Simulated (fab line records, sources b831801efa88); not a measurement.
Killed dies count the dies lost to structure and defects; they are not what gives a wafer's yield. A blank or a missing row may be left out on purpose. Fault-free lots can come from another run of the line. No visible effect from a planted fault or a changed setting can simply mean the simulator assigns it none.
fab line records + flow sky130
record:
- lots: 10
- wafers: 30
- last-day: 50
route steps=708 shown POLY_GATE@204 METAL1@435 VIA1@460
lots with no fault: from the same line, run without faults
start-h: hours from the record's first day to the start of the lot's first wafer shown + wait-h: hours from the lot's prior step to this one + " as in the row above + L1.1+2: one row covering several wafers at once + - no value, or no start given + * or withheld: withheld + < > ~ a bound
route shown NAME@n: a module of which the file shows steps, and the number in the route of the first + usual: the fault-free wafers' mean and standard deviation + same: alike in all rows + chamber/n: place in a boat + sites: each site's reading + _std_site: the standard deviation of these + _edge_site: outer sites' mean less inner sites' + radius-mm: how far each site lies from the wafer's centre + mask NAME#n: copy n + behind: the last tool/chamber to shape the wafer + hold: cause of the lot's hold/its duration in hours/its outcome + device: names the non-switching transistor (n, p or np) + end of line: tests run on the same wafers once the route is complete + for a step that has no rows: nothing shown but its recipe + killed: not the wafer's yield, but the dies lost to structure and defects at the first sort + map: dies across one wafer; x = killed, . = not, _ = none there
set.NAME: the run value of the setting; set.NAME@STEP: its run value at that earlier step + model.NAME: the simulator's own value behind a step, which no gauge read
steps of the route over a sample of lots; a table a step, a row a wafer
services: from which hour (start-h, from the record's first day; less than 0 if before it) a tool's chamber was out of use, for how many hours, and why
== steps ==
step: SKY_POLY_GATE_CVD_00
recipe:
- material: poly-Si
- target-thk-nm: 180
- temp-c: 620
- time-s: 720
- pressure-mtorr: 200
usual:
- spike-tc-bottom-C: 640.9/1.4
- spike-tc-centre-C: 620.4/1
- spike-tc-lower-C: 621.1/1.4
- spike-tc-top-C: 635.6/1.6
- spike-tc-upper-C: 620.2/1.5
- susceptor-temp-C: 620.01/0.28
- zone-power-lower-pct: 8.53/0.18
| lot.wafer | tool     | chamber | start-h | wait-h | spike-tc-bottom-C | spike-tc-centre-C | spike-tc-lower-C | spike-tc-top-C | spike-tc-upper-C | susceptor-temp-C | zone-power-lower-pct |
|-----------|----------|---------|---------|--------|-------------------|-------------------|------------------|----------------|------------------|------------------|----------------------|
| L185.1    | lpcvd-01 | 0       | 358.89  | 0.0    | 641.6             | 620.1             | 618.9            | 632.9          | 617.7            | 620.51           | 8.75                 |
| L185.2    | "        | 0       | "       | "      | 638.7             | 620.6             | 621.0            | 633.3          | 617.4            | 620.46           | 8.68                 |
| L185.6    | "        | 0       | "       | "      | 639.4             | 620.5             | 619.7            | 633.5          | 617.8            | 619.88           | 8.71                 |
| L186.4    | lpcvd-01 | 1       | 369.20  | 0.0    | 641.4             | 620.2             | 622.4            | 637.3          | 621.3            | 620.23           | 8.30                 |
| L186.5    | "        | 1       | "       | "      | 641.4             | 620.2             | 622.1            | 635.7          | 621.1            | 620.36           | 8.38                 |
| L186.6    | "        | 1       | "       | "      | 641.7             | 618.6             | 623.7            | 637.1          | 622.7            | 619.87           | 8.59                 |
| L188.1    | lpcvd-01 | 0       | 380.82  | 0.0    | 641.5             | 620.8             | 619.1            | 634.3          | 619.0            | 620.12           | 8.71                 |
| L188.2    | "        | 0       | "       | "      | 638.9             | 621.8             | 619.1            | 633.9          | 620.6            | 619.84           | 8.90                 |
| L188.4    | "        | 0       | "       | "      | 637.8             | 620.9             | 621.2            | 634.3          | 618.1            | 619.73           | 9.03                 |
| L189.2    | lpcvd-01 | 1       | 399.58  | 0.0    | 642.8             | 619.0             | 623.0            | 637.4          | 620.4            | 620.19           | 8.47                 |
| L189.4    | "        | 1       | "       | "      | 642.7             | 620.2             | 622.6            | 637.6          | 622.6            | 620.14           | 8.56                 |
| L189.5    | "        | 1       | "       | "      | 643.3             | 618.9             | 621.4            | 637.9          | 622.2            | 619.86           | 8.47                 |
| L190.2    | lpcvd-01 | 1       | 399.58  | 0.0    | 642.8             | 619.9             | 621.5            | 636.8          | 621.4            | 619.98           | 8.36                 |
| L190.4    | "        | 1       | "       | "      | 642.7             | 620.9             | 622.6            | 636.2          | 621.3            | 619.53           | 8.32                 |
| L190.5    | "        | 1       | "       | "      | 642.5             | 619.9             | 622.4            | 638.1          | 621.4            | 619.93           | 8.39                 |
| L191.2    | lpcvd-01 | 0       | 409.91  | 0.0    | 622.3             | 601.3             | 601.8            | 616.5          | 599.2            | 601.45           | 8.17                 |
| L191.3    | "        | 0       | "       | "      | 620.3             | 603.2             | 602.7            | 615.3          | 598.7            | 601.71           | 8.21                 |
| L191.5    | "        | 0       | "       | "      | 621.3             | 601.6             | 602.3            | 617.2          | 600.9            | 601.77           | 8.25                 |
| L192.1    | lpcvd-01 | 1       | 417.19  | 0.0    | 621.6             | 600.6             | 602.3            | 620.1          | 602.9            | 601.21           | 7.94                 |
| L192.4    | "        | 1       | "       | "      | 624.6             | 601.3             | 603.4            | 618.3          | 602.3            | 601.63           | 8.00                 |
| L192.5    | "        | 1       | "       | "      | 624.0             | 602.9             | 603.3            | 620.0          | 604.8            | 601.54           | 7.85                 |
| L200.3    | lpcvd-01 | 0       | 487.07  | 0.0    | 640.4             | 618.4             | 620.1            | 635.5          | 619.2            | 619.96           | 8.76                 |
| L200.5    | "        | 0       | "       | "      | 640.0             | 620.4             | 620.0            | 634.6          | 618.3            | 620.34           | 8.67                 |
| L200.6    | "        | 0       | "       | "      | 638.2             | 620.9             | 618.8            | 633.9          | 618.0            | 620.56           | 8.70                 |
| L201.3    | lpcvd-01 | 0       | 497.48  | 0.0    | 640.8             | 621.3             | 620.5            | 633.5          | 618.2            | 619.76           | 8.81                 |
| L201.4    | "        | 0       | "       | "      | 638.8             | 620.8             | 619.2            | 632.8          | 619.9            | 619.72           | 8.75                 |
| L201.5    | "        | 0       | "       | "      | 638.9             | 619.3             | 619.2            | 635.0          | 619.6            | 619.84           | 8.71                 |
| L202.1    | lpcvd-01 | 1       | 502.10  | 0.0    | 641.7             | 621.1             | 622.8            | 635.9          | 620.2            | 619.92           | 8.41                 |
| L202.2    | "        | 1       | "       | "      | 641.1             | 619.9             | 621.3            | 636.2          | 620.8            | 620.06           | 8.31                 |
| L202.6    | "        | 1       | "       | "      | 642.5             | 620.7             | 624.1            | 635.5          | 619.7            | 619.95           | 8.57                 |
step: SKY_POLY_GATE_THK_MEAS_01
recipe:
- reads: poly-Si_of_POLY_GATE_CVD_00
usual:
- POLY_GATE_CVD_00_THK: 180.8/1.7
| lot.wafer | tool          | chamber | start-h | wait-h | POLY_GATE_CVD_00_THK[nm] |
|-----------|---------------|---------|---------|--------|--------------------------|
| L185.1    | film-metro-03 | -       | 360.09  | 0.0    | 180.3                    |
| L185.2    | "             | -       | "       | "      | 181.4                    |
| L185.6    | "             | -       | "       | "      | 180.6                    |
| L186.4    | film-metro-01 | -       | 370.43  | 0.0    | 181.4                    |
| L186.5    | "             | -       | "       | "      | 179.5                    |
| L186.6    | "             | -       | "       | "      | 180.0                    |
| L188.1    | film-metro-03 | -       | 382.02  | 0.0    | 181.1                    |
| L188.2    | "             | -       | "       | "      | 181.3                    |
| L188.4    | "             | -       | "       | "      | 180.3                    |
| L189.2    | film-metro-01 | -       | 400.79  | 0.0    | 178.6                    |
| L189.4    | "             | -       | "       | "      | 179.1                    |
| L189.5    | "             | -       | "       | "      | 180.3                    |
| L190.2    | film-metro-03 | -       | 400.79  | 0.0    | 179.9                    |
| L190.4    | "             | -       | "       | "      | 180.6                    |
| L190.5    | "             | -       | "       | "      | 181.3                    |
| L191.2    | film-metro-01 | -       | 411.12  | 0.0    | 118.3                    |
| L191.3    | "             | -       | "       | "      | 117.5                    |
| L191.5    | "             | -       | "       | "      | 118.5                    |
| L192.1    | film-metro-01 | -       | 418.99  | 0.0    | 116.7                    |
| L192.4    | "             | -       | "       | "      | 117.7                    |
| L192.5    | "             | -       | "       | "      | 116.9                    |
| L200.3    | film-metro-01 | -       | 488.29  | 0.0    | 183.4                    |
| L200.5    | "             | -       | "       | "      | 181.7                    |
| L200.6    | "             | -       | "       | "      | 180.2                    |
| L201.3    | film-metro-01 | -       | 498.70  | 0.0    | 181.6                    |
| L201.4    | "             | -       | "       | "      | 182.2                    |
| L201.5    | "             | -       | "       | "      | 181.3                    |
| L202.1    | film-metro-04 | -       | 503.30  | 0.0    | 181.6                    |
| L202.2    | "             | -       | "       | "      | 182.4                    |
| L202.6    | "             | -       | "       | "      | 180.7                    |
step: SKY_POLY_GATE_ETCH_17
recipe:
- target-depth-nm: 180
- stop-on: SiO2
- over-etch-frac: 0.56667
- chemistry: HBr/Cl2
- target: poly-Si
- icp-w: 400
- bias-w: 100
- pressure-mtorr: 10
- HBr_flow_sccm: 150
- Cl2_flow_sccm: 50
- time-s: 70.5
usual:
- bias-w: 100.0/0.31
- drypump-motor-current-A: 5.6/0.45
- oes-product-au: 0.989/0.007
- throttle-valve-pct: 33.685/0.0093
| lot.wafer | tool      | chamber | start-h | wait-h | bias-w | drypump-motor-current-A | oes-product-au | rf-hours-counter-h | throttle-valve-pct |
|-----------|-----------|---------|---------|--------|--------|-------------------------|----------------|--------------------|--------------------|
| L185.1    | rie-si-01 | 2       | 422.66  | 0.0    | 100.5  | 6.1                     | 0.983          | 22                 | 33.683             |
| L185.2    | "         | 1       | "       | "      | 100.1  | 5.0                     | 0.998          | 57                 | 33.684             |
| L185.6    | "         | 1       | "       | "      | 100.2  | 5.0                     | 0.997          | -                  | 33.682             |
| L186.4    | rie-si-02 | 0       | 431.75  | 0.0    | 100.2  | 5.9                     | 0.988          | 1                  | 33.693             |
| L186.5    | "         | 1       | "       | "      | 99.9   | 5.2                     | 0.990          | -                  | 33.685             |
| L186.6    | "         | 0       | "       | "      | 99.9   | 5.9                     | 0.987          | -                  | 33.691             |
| L188.1    | rie-si-01 | 1       | 443.25  | 0.0    | 99.5   | 5.0                     | 0.993          | 57                 | 33.702             |
| L188.2    | "         | 0       | "       | "      | 99.5   | 5.1                     | 0.988          | 7                  | 33.700             |
| L188.4    | "         | 2       | "       | "      | 99.9   | 6.1                     | 0.993          | 22                 | 33.688             |
| L190.2    | rie-si-01 | 1       | 463.10  | 0.0    | 100.3  | 5.0                     | 0.991          | 57                 | 33.684             |
| L190.4    | "         | 3       | "       | "      | 100.0  | 5.5                     | 0.992          | 0                  | 33.694             |
| L190.5    | "         | 1       | "       | "      | 100.5  | 5.0                     | 0.997          | -                  | 33.677             |
| L189.2    | rie-si-02 | 1       | 463.22  | 0.0    | 99.7   | 5.2                     | 0.979          | 1                  | 33.681             |
| L189.4    | "         | 0       | "       | "      | 100.6  | 5.9                     | 0.993          | 1                  | 33.692             |
| L189.5    | "         | 3       | "       | "      | 99.9   | 6.3                     | 0.983          | -                  | 33.667             |
| L191.2    | rie-si-02 | 2       | 475.15  | 0.0    | 99.9   | 5.4                     | 0.748          | 1                  | 33.689             |
| L191.3    | "         | 3       | "       | "      | 100.1  | 6.3                     | 0.750          | 3                  | 33.676             |
| L191.5    | "         | 3       | "       | "      | 100.1  | 6.3                     | 0.743          | -                  | 33.697             |
| L192.1    | rie-si-01 | 2       | 482.69  | 0.0    | 100.2  | 6.1                     | 0.747          | 22                 | 33.677             |
| L192.4    | "         | 0       | "       | "      | 99.7   | 5.1                     | 0.743          | 7                  | 33.679             |
| L192.5    | "         | 2       | "       | "      | 99.8   | 6.2                     | 0.743          | -                  | 33.681             |
| L200.3    | rie-si-01 | 1       | 550.85  | 0.0    | 100.0  | 5.0                     | 0.999          | 0                  | 33.693             |
| L200.5    | "         | 2       | "       | "      | 100.4  | 6.1                     | 0.984          | -                  | 33.683             |
| L200.6    | "         | 1       | "       | "      | 100.1  | 5.0                     | 0.995          | -                  | 33.679             |
| L201.3    | rie-si-02 | 2       | 559.66  | 0.0    | 99.6   | 5.4                     | 0.992          | 2                  | 33.717             |
| L201.4    | "         | 1       | "       | "      | 100.9  | 5.2                     | 0.995          | -                  | 33.672             |
| L201.5    | "         | 3       | "       | "      | 99.7   | 6.3                     | 0.989          | -                  | 33.683             |
| L202.1    | rie-si-01 | 3       | 564.69  | 0.0    | 100.0  | 5.5                     | 0.986          | 0                  | 33.695             |
| L202.2    | "         | 0       | "       | "      | 100.2  | 5.1                     | 0.990          | 7                  | 33.693             |
| L202.6    | "         | 3       | "       | "      | 100.0  | 5.5                     | 0.977          | -                  | 33.680             |
step: SKY_METAL1_SPUTTER_01
recipe:
- material: TiN
- target-thk-nm: 20
- power-w: 6500
- time-s: 16.7
- chamber-pressure-pa: 0.4
usual:
- throttle-valve-pct: 29.9/1.2
| lot.wafer | tool           | chamber | start-h | wait-h | throttle-valve-pct |
|-----------|----------------|---------|---------|--------|--------------------|
| L185.1    | pvd-sputter-04 | -       | 782.41  | 0.0    | 28.8               |
| L185.2    | "              | -       | "       | "      | 30.5               |
| L185.6    | "              | -       | "       | "      | 28.7               |
| L186.4    | pvd-sputter-04 | -       | 790.43  | 0.0    | 30.6               |
| L186.5    | "              | -       | "       | "      | 28.5               |
| L186.6    | "              | -       | "       | "      | 28.7               |
| L188.1    | pvd-sputter-01 | -       | 803.81  | 0.0    | 32.1               |
| L188.2    | "              | -       | "       | "      | 30.4               |
| L188.4    | "              | -       | "       | "      | 31.0               |
| L190.2    | pvd-sputter-01 | -       | 816.04  | 0.0    | 31.2               |
| L190.4    | "              | -       | "       | "      | 28.7               |
| L190.5    | "              | -       | "       | "      | 30.1               |
| L189.2    | pvd-sputter-03 | -       | 820.29  | 0.0    | 29.4               |
| L189.4    | "              | -       | "       | "      | 29.8               |
| L189.5    | "              | -       | "       | "      | 28.7               |
| L191.2    | pvd-sputter-03 | -       | 825.16  | 0.0    | 28.8               |
| L191.3    | "              | -       | "       | "      | 29.5               |
| L191.5    | "              | -       | "       | "      | 30.0               |
| L192.1    | pvd-sputter-04 | -       | 835.31  | 0.0    | 28.8               |
| L192.4    | "              | -       | "       | "      | 31.8               |
| L192.5    | "              | -       | "       | "      | 28.9               |
| L200.3    | pvd-sputter-04 | -       | 892.78  | 0.0    | 28.8               |
| L200.5    | "              | -       | "       | "      | 28.5               |
| L200.6    | "              | -       | "       | "      | 31.8               |
| L201.3    | pvd-sputter-04 | -       | 899.77  | 0.0    | 31.7               |
| L201.4    | "              | -       | "       | "      | 29.0               |
| L201.5    | "              | -       | "       | "      | 30.8               |
| L202.1    | pvd-sputter-04 | -       | 901.68  | 0.0    | 28.8               |
| L202.2    | "              | -       | "       | "      | 28.4               |
| L202.6    | "              | -       | "       | "      | 31.6               |
step: SKY_VIA1_CMP_02
recipe:
- material: SiO2
- down-force-psi: 4
- platen-rpm: 60
- pad-velocity-m-s: 0.94248
usual:
- head-pressure-psi: 3.999/0.01
- motor-current-A: 12.6/1.3
| lot.wafer | tool   | chamber | start-h | wait-h | head-pressure-psi | motor-current-A |
|-----------|--------|---------|---------|--------|-------------------|-----------------|
| L185.1    | cmp-02 | 1       | 810.38  | 0.1    | 3.998             | 13.7            |
| L185.2    | "      | 3       | "       | "      | 4.005             | 12.8            |
| L185.6    | "      | 1       | "       | "      | 3.990             | 13.5            |
| L186.4    | cmp-02 | 2       | 818.67  | 0.0    | 3.997             | 14.8            |
| L186.6    | "      | 2       | "       | "      | 3.996             | 14.6            |
| L186.5    | "      | 3       | "       | "      | 4.005             | 12.3            |
| L188.2    | cmp-01 | 0       | 831.92  | 0.0    | 3.999             | 11.6            |
| L188.1    | "      | 1       | "       | "      | 3.992             | 12.8            |
| L188.4    | "      | 2       | "       | "      | 3.998             | 11.5            |
| L190.4    | cmp-01 | 0       | 843.99  | 0.0    | 3.998             | 11.7            |
| L190.2    | "      | 2       | "       | "      | 4.002             | 11.2            |
| L190.5    | "      | 1       | "       | "      | 4.009             | 12.7            |
| L189.2    | cmp-02 | 1       | 848.32  | 0.0    | 4.011             | 14.4            |
| L189.4    | "      | 2       | "       | "      | 3.986             | 15.1            |
| L189.5    | "      | 1       | "       | "      | 4.013             | 14.5            |
| L191.2    | cmp-02 | 2       | 852.64  | 0.0    | 4.014             | 14.3            |
| L191.3    | "      | 0       | "       | "      | 3.993             | 12.7            |
| L191.5    | "      | 3       | "       | "      | 4.007             | 13.1            |
| L192.1    | cmp-01 | 1       | 863.35  | 0.1    | 4.006             | 13.2            |
| L192.4    | "      | 2       | "       | "      | 3.995             | 11.6            |
| L192.5    | "      | 1       | "       | "      | 4.015             | 12.8            |
| L200.3    | cmp-02 | 3       | 920.18  | 0.1    | 3.997             | 13.0            |
| L200.6    | "      | 1       | "       | "      | 4.004             | 13.9            |
| L200.5    | "      | 2       | "       | "      | 4.005             | 14.9            |
| L201.4    | cmp-02 | 0       | 926.27  | 0.1    | 4.011             | 12.6            |
| L201.3    | "      | 1       | "       | "      | 3.983             | 14.3            |
| L201.5    | "      | 2       | "       | "      | 3.995             | 15.0            |
| L202.2    | cmp-01 | 2       | 928.08  | 0.0    | 4.011             | 11.3            |
| L202.1    | "      | 0       | "       | "      | 3.990             | 11.7            |
| L202.6    | "      | 3       | "       | "      | 4.009             | 11.0            |
step: SKY_VIA1_ETCH_14
recipe:
- chemistry: N2/H2
- target: BARC
- ion-energy-ev: 200
- source-w: 500
- bias-w: 100
- pressure-mtorr: 30
- n2-flow-sccm: 100
- h2-flow-sccm: 200
- stop-on: SiO2
- time-s: 45.9
- target-depth-a: 600
usual:
- bias-w: 100.0/0.34
- drypump-motor-current-A: 5.9/0.49
- oes-product-au: 0.855/0.0054
- throttle-valve-pct: 13.225/0.0095
| lot.wafer | tool        | chamber | start-h | wait-h | bias-w | drypump-motor-current-A | oes-product-au | rf-hours-counter-h | throttle-valve-pct |
|-----------|-------------|---------|---------|--------|--------|-------------------------|----------------|--------------------|--------------------|
| L185.1    | rie-diel-02 | 0       | 837.43  | 0.0    | 100.1  | 6.1                     | 0.850          | 1                  | 13.232             |
| L185.2    | "           | 3       | "       | "      | 100.3  | 6.4                     | 0.857          | 25                 | 13.230             |
| L185.6    | "           | 2       | "       | "      | 99.7   | 6.7                     | 0.860          | -                  | 13.244             |
| L186.4    | rie-diel-02 | 2       | 844.94  | 0.0    | 100.0  | 6.7                     | 0.847          | 18                 | 13.235             |
| L186.5    | "           | 2       | "       | "      | 100.2  | 6.7                     | 0.855          | -                  | 13.239             |
| L186.6    | "           | 1       | "       | "      | 100.1  | 5.9                     | 0.858          | -                  | 13.230             |
| L188.1    | rie-diel-03 | 2       | 858.16  | 0.0    | 100.3  | 6.0                     | 0.859          | 1                  | 13.227             |
| L188.2    | "           | 1       | "       | "      | 100.3  | 5.6                     | 0.847          | 15                 | 13.221             |
| L188.4    | "           | 2       | "       | "      | 100.1  | 6.0                     | 0.852          | -                  | 13.221             |
| L190.2    | rie-diel-03 | 0       | 870.89  | 0.0    | 100.4  | 5.3                     | 0.864          | 10                 | 13.217             |
| L190.4    | "           | 3       | "       | "      | 99.9   | 5.1                     | 0.865          | 5                  | 13.224             |
| L190.5    | "           | 3       | "       | "      | 100.3  | 5.1                     | 0.852          | -                  | 13.210             |
| L189.2    | rie-diel-03 | 1       | 874.74  | 0.0    | 99.9   | 5.6                     | 0.860          | 15                 | 13.225             |
| L189.4    | "           | 2       | "       | "      | 100.1  | 6.1                     | 0.859          | 1                  | 13.234             |
| L189.5    | "           | 3       | "       | "      | 100.3  | 5.1                     | 0.850          | -                  | 13.226             |
| L191.2    | rie-diel-04 | 1       | 878.16  | 0.0    | 99.5   | 6.3                     | 0.849          | 5                  | 13.232             |
| L191.3    | "           | 3       | "       | "      | 99.7   | 5.9                     | 0.849          | 7                  | 13.216             |
| L191.5    | "           | 2       | "       | "      | 100.0  | 5.5                     | 0.860          | -                  | 13.256             |
| L192.1    | rie-diel-02 | 2       | 888.91  | 0.0    | 99.8   | 6.7                     | 0.865          | 19                 | 13.227             |
| L192.4    | "           | 2       | "       | "      | 100.1  | 6.7                     | 0.856          | -                  | 13.219             |
| L192.5    | "           | 0       | "       | "      | 100.2  | 6.1                     | 0.851          | -                  | 13.231             |
| L200.3    | rie-diel-04 | 0       | 944.71  | 0.0    | 100.4  | 6.0                     | 0.849          | 20                 | 13.239             |
| L200.5    | "           | 3       | "       | "      | 100.0  | 5.8                     | 0.859          | -                  | 13.229             |
| L200.6    | "           | 2       | "       | "      | 100.0  | 5.5                     | 0.853          | -                  | 13.230             |
| L201.3    | rie-diel-03 | 3       | 951.34  | 0.0    | 99.8   | 5.1                     | 0.854          | 7                  | 13.232             |
| L201.4    | "           | 1       | "       | "      | 100.2  | 5.6                     | 0.856          | -                  | 13.229             |
| L201.5    | "           | 3       | "       | "      | 100.6  | 5.1                     | 0.857          | -                  | 13.219             |
| L202.1    | rie-diel-02 | 0       | 952.49  | 0.0    | 99.7   | 6.1                     | 0.859          | 5                  | 13.234             |
| L202.2    | "           | 3       | "       | "      | 99.9   | 6.4                     | 0.853          | 2                  | 13.220             |
| L202.6    | "           | 3       | "       | "      | 99.6   | 6.4                     | 0.848          | -                  | 13.235             |
== services ==
| tool           | chamber | start-h | hours | kind   |
|----------------|---------|---------|-------|--------|
| cmp-02         | -       | 361.30  | 1.6   | repair |
| cmp-02         | -       | 459.55  | 1.4   | repair |
| cmp-02         | -       | 476.31  | 1.6   | repair |
| cmp-02         | -       | 483.41  | 3.6   | repair |
| cmp-02         | -       | 527.81  | 4.2   | repair |
| cmp-02         | -       | 539.95  | 1.3   | repair |
| lpcvd-01       | -       | 565.07  | 2.8   | pm     |
| cmp-02         | -       | 572.26  | 4.0   | pm     |
| cmp-02         | -       | 576.26  | 4.4   | pm     |
| cmp-02         | -       | 581.42  | 0.9   | repair |
| cmp-02         | -       | 602.75  | 6.6   | pm     |
| pvd-sputter-04 | -       | 632.24  | 4.5   | repair |
| cmp-02         | -       | 642.83  | 1.9   | repair |
| pvd-sputter-04 | -       | 647.13  | 1.9   | repair |
| rie-si-01      | -       | 685.86  | 14.6  | pm     |
| pvd-sputter-04 | -       | 744.67  | 6.1   | repair |
| rie-si-01      | -       | 769.08  | 2.8   | pm     |
| cmp-02         | -       | 781.79  | 1.9   | repair |
| cmp-02         | -       | 792.16  | 1.1   | repair |
| rie-si-01      | -       | 808.59  | 0.5   | repair |
| cmp-02         | -       | 828.03  | 1.5   | repair |
| cmp-02         | -       | 830.16  | 1.5   | repair |
| rie-si-01      | -       | 840.98  | 0.4   | repair |
| cmp-02         | -       | 855.67  | 2.2   | repair |
== key ==
first-sign:
- step: SKY_POLY_GATE_CVD_00
- reading: susceptor-temp-C
- direction: down
- sigmas: 67
- usual: *
- struck: *
effect:
- step: SKY_POLY_GATE_CVD_00
- reading: spike-tc-centre-C
- direction: down
- sigmas: 18
- usual: 620.4
- struck: 601.8
effect:
- step: SKY_POLY_GATE_THK_MEAS_01
- reading: POLY_GATE_CVD_00_THK
- direction: down
- sigmas: 38
- usual: 180.8
- struck: 117.6
effect:
- step: SKY_POLY_GATE_ETCH_17
- reading: oes-product-au
- direction: down
- sigmas: 35
- usual: 0.989
- struck: 0.746
met-at SKY_POLY_GATE_CVD_00
struck-lots L191,L192
tester-left-out L191,L192
not-acting-at SKY_METAL1_SPUTTER_01,SKY_VIA1_CMP_02,SKY_VIA1_ETCH_14
onset-between 399.58 409.91
fault:
- kind: process-parameter-drift
- tool: lpcvd-01
- chamber: -
- onset-h: 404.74
- steps: SKY_POLY_GATE_CVD_00
- channel: temp-c
- offset: *
- shape: step
- end-h: 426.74
- stated: *
tester-left-out: of these lots the tester's yield and bins aren't shown, on N5 and GAA mostly nor the transistor test; their killed dies are dies lost to structure and defects alone, not to doping, threshold or leakage, so they don't give the yield
